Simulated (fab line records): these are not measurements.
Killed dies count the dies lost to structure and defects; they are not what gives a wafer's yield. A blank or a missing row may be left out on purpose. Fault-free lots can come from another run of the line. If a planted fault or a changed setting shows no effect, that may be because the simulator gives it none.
Which tool is to blame?    flow sky130    13 lots with 39 wafers sampled at 4 steps, on a route of 708 steps

## WHAT THE GAUGES READ, wafer by wafer
SKY_VIA3_CD_MEAS_12: target cd 200 nm. Usual: cd nm reads 200.2 nm (standard deviation 1.2).
lot   measured      on         cd nm (nm)         flag
L447  day 39 15:26  cd sem-01  200.2 202.4 201.5  
L449  day 40 10:08  cd sem-01  200.1 199.6 199.9  
L450  day 40 20:39  cd sem-01  202.7 202.8 202.3  
L451  day 41 02:56  cd sem-01  198.8 198.3 198.1  
L452  day 41 09:46  cd sem-02  198.9 199.5 199.5  
L453  day 41 16:15  cd sem-02  199.7 201.5 200.7  
L454  day 42 07:16  cd sem-02  199.4 199.7 199.0  
L456  day 42 15:46  cd sem-02  199.5 199.6 199.7  
L457  day 42 19:59  cd sem-02  200.2 199.9 200.4  
L458  day 43 02:38  cd sem-02  199.9 199.5 200.5  
L459  day 43 15:10  cd sem-01  200.8 200.3 202.5  
L465  day 45 01:16  cd sem-01  202.1 202.1 201.2  
L467  day 45 18:50  cd sem-02  201.6 200.6 202.2  

## WHICH TOOL RAN EACH LOT (tool, then ch and the chambers of the sampled wafers, then the start)
lot   SKY_METAL1_SPUTTER_02         SKY_METAL3_SPUTTER_03         SKY_METAL3_SPUTTER_04
L447  pvd sputter-02, day 31 15:37  pvd sputter-01, day 36 08:28  pvd sputter-01, day 36 08:29
L449  pvd sputter-02, day 32 11:47  pvd sputter-01, day 37 03:49  pvd sputter-01, day 37 03:50
L450  pvd sputter-03, day 33 00:36  pvd sputter-02, day 37 16:28  pvd sputter-02, day 37 16:29
L451  pvd sputter-02, day 33 02:46  pvd sputter-01, day 37 17:53  pvd sputter-01, day 37 17:55
L452  pvd sputter-01, day 33 15:46  pvd sputter-01, day 38 05:55  pvd sputter-01, day 38 05:56
L453  pvd sputter-01, day 33 23:24  pvd sputter-03, day 38 14:04  pvd sputter-03, day 38 14:05
L454  pvd sputter-01, day 34 14:26  pvd sputter-02, day 39 03:40  pvd sputter-02, day 39 03:41
L456  pvd sputter-03, day 34 21:43  pvd sputter-01, day 39 10:47  pvd sputter-01, day 39 10:49
L457  pvd sputter-02, day 35 05:05  pvd sputter-03, day 39 18:37  pvd sputter-03, day 39 18:37
L458  pvd sputter-01, day 35 14:51  pvd sputter-02, day 40 03:37  pvd sputter-02, day 40 03:38
L459  pvd sputter-01, day 36 05:27  pvd sputter-01, day 40 16:05  pvd sputter-01, day 40 16:06
L465  pvd sputter-01, day 37 16:47  pvd sputter-02, day 42 03:23  pvd sputter-02, day 42 03:25
L467  pvd sputter-01, day 38 14:39  pvd sputter-01, day 42 22:32  pvd sputter-01, day 42 22:34
- SKY_METAL1_SPUTTER_02: material AlCu, target thk 250 nm, time 13.3 s.
- SKY_METAL3_SPUTTER_03: material Ti, target thk 5 nm, time 3.3 s.
- SKY_METAL3_SPUTTER_04: material TiN, target thk 70 nm, time 58.3 s.

## WHAT THE TOOLS THEMSELVES READ (means of the sampled wafers that have a number; where no wafer has one, the mark that the record gives instead)
SKY_METAL1_SPUTTER_02. Usual: throttle valve pct reads 30.3 % (standard deviation 0.86).
lot   tool            throttle valve pct (%)  flag
L447  pvd sputter-02  30.3                    
L449  pvd sputter-02  29.9                    
L450  pvd sputter-03  29.6                    
L451  pvd sputter-02  30.1                    
L452  pvd sputter-01  30.6                    
L453  pvd sputter-01  30.5                    
L454  pvd sputter-01  29.9                    
L456  pvd sputter-03  30.1                    
L457  pvd sputter-02  30.2                    
L458  pvd sputter-01  30.0                    
L459  pvd sputter-01  30.1                    
L465  pvd sputter-01  30.0                    
L467  pvd sputter-01  30.7                    

SKY_METAL3_SPUTTER_03. Usual: throttle valve pct reads 30.2 % (standard deviation 0.86).
lot   tool            throttle valve pct (%)  flag
L447  pvd sputter-01  29.1                    
L449  pvd sputter-01  30.0                    
L450  pvd sputter-02  30.3                    
L451  pvd sputter-01  30.1                    
L452  pvd sputter-01  30.9                    
L453  pvd sputter-03  29.8                    
L454  pvd sputter-02  30.0                    
L456  pvd sputter-01  31.2                    
L457  pvd sputter-03  30.1                    
L458  pvd sputter-02  30.4                    
L459  pvd sputter-01  30.3                    
L465  pvd sputter-02  30.2                    
L467  pvd sputter-01  30.4                    

SKY_METAL3_SPUTTER_04. Usual: throttle valve pct reads 30.2 % (standard deviation 0.87).
lot   tool            throttle valve pct (%)  flag
L447  pvd sputter-01  29.1                    
L449  pvd sputter-01  29.9                    
L450  pvd sputter-02  30.3                    
L451  pvd sputter-01  30.0                    
L452  pvd sputter-01  30.7                    
L453  pvd sputter-03  30.0                    
L454  pvd sputter-02  30.2                    
L456  pvd sputter-01  31.1                    
L457  pvd sputter-03  30.0                    
L458  pvd sputter-02  30.4                    
L459  pvd sputter-01  30.6                    
L465  pvd sputter-02  30.2                    
L467  pvd sputter-01  30.6                    

## THE ANSWER, worked out from the rows above alone
Rule: a lot is off if the mean of its wafers that have a number lies more than 3 standard deviations from the usual mean. A lot without any number at a reading at which 4 lots or more have one is off too. The other lots that the step has rows for count as sound. First the gauges in route order, then the tools' own readings, where a lot's mean is used as printed above. At the first step where some lot is off, the reading lying furthest off is the one used; lots without a number count as furthest.
Across all readings shown, no lot is off: no conclusion can be drawn from this.

## WHAT HAD BEEN PUT IN BY THE SIMULATOR
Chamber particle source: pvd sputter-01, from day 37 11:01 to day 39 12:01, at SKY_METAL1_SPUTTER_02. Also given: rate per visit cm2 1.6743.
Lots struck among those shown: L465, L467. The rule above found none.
